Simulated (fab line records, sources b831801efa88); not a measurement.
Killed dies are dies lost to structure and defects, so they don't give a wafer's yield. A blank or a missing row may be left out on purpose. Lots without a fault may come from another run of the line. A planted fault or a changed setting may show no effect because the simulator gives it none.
Chamber matching | flow sky130 | SKY_VIA2_ETCH_15 on rie_diel-03: 4 sister chambers
The step etches SiO2 in C4F8/O2/Ar, stops on TiN, target depth 546 nm, time 84 s. 8 wafers are shown with their chamber, then 12 later ones without.

WAFERS WITH THEIR CHAMBER
wafer  | chamber | oes_product_au (a.u.)
L088.1 | 3       | 0.933
L088.2 | 2       | 0.940
L088.4 | 0       | 0.940
L088.5 | 0       | 0.948
L088.6 | 1       | 0.935
L090.1 | 3       | 0.942
L090.2 | 1       | 0.942
L090.3 | 2       | 0.938

WAFERS WITHOUT THEIR CHAMBER
wafer  | oes_product_au (a.u.)
L090.4 | 0.935
L090.5 | 0.937
L090.6 | 0.942
L091.1 | 0.940
L091.2 | 0.931
L091.3 | 0.935
L091.4 | 0.939
L091.5 | 0.936
L091.6 | 0.935
L093.2 | 0.947
L093.4 | 0.936
L093.6 | 0.939

WHICH CHAMBER EACH WENT THROUGH
wafer  | from the rows above               | in truth
L090.4 | can't be placed: 3 or 1 or 2 or 0 | 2
L090.5 | can't be placed: 3 or 1 or 2 or 0 | 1
L090.6 | can't be placed: 0 or 2 or 1 or 3 | 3
L091.1 | can't be placed: 2 or 1 or 3 or 0 | 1
L091.2 | can't be placed: 3 or 1 or 2 or 0 | 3
L091.3 | can't be placed: 3 or 1 or 2 or 0 | 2
L091.4 | can't be placed: 2 or 1 or 3 or 0 | 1
L091.5 | can't be placed: 3 or 1 or 2 or 0 | 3
L091.6 | can't be placed: 3 or 1 or 2 or 0 | 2
L093.2 | can't be placed: 0 or 2 or 1 or 3 | 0
L093.4 | can't be placed: 3 or 1 or 2 or 0 | 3
L093.6 | can't be placed: 2 or 1 or 3 or 0 | 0
Placed correctly: 0 of 12. Can't be placed from these rows: 12 (the true chamber is among the candidates in 12). Placed wrongly: 0.
How it was worked out, from the rows above alone: a wafer's distance from a chamber is the root of the sum, over the readings, of the square of ((its reading less the chamber's mean) divided by the reading's scatter). The wafer belongs to the nearest chamber; if the next one is less than 2 further off, it can't be placed. A chamber's mean is the mean of its shown wafers. The scatter: the root of (the sum of the squares of (reading less its chamber's mean) over the shown wafers, divided by (wafers less chambers)).
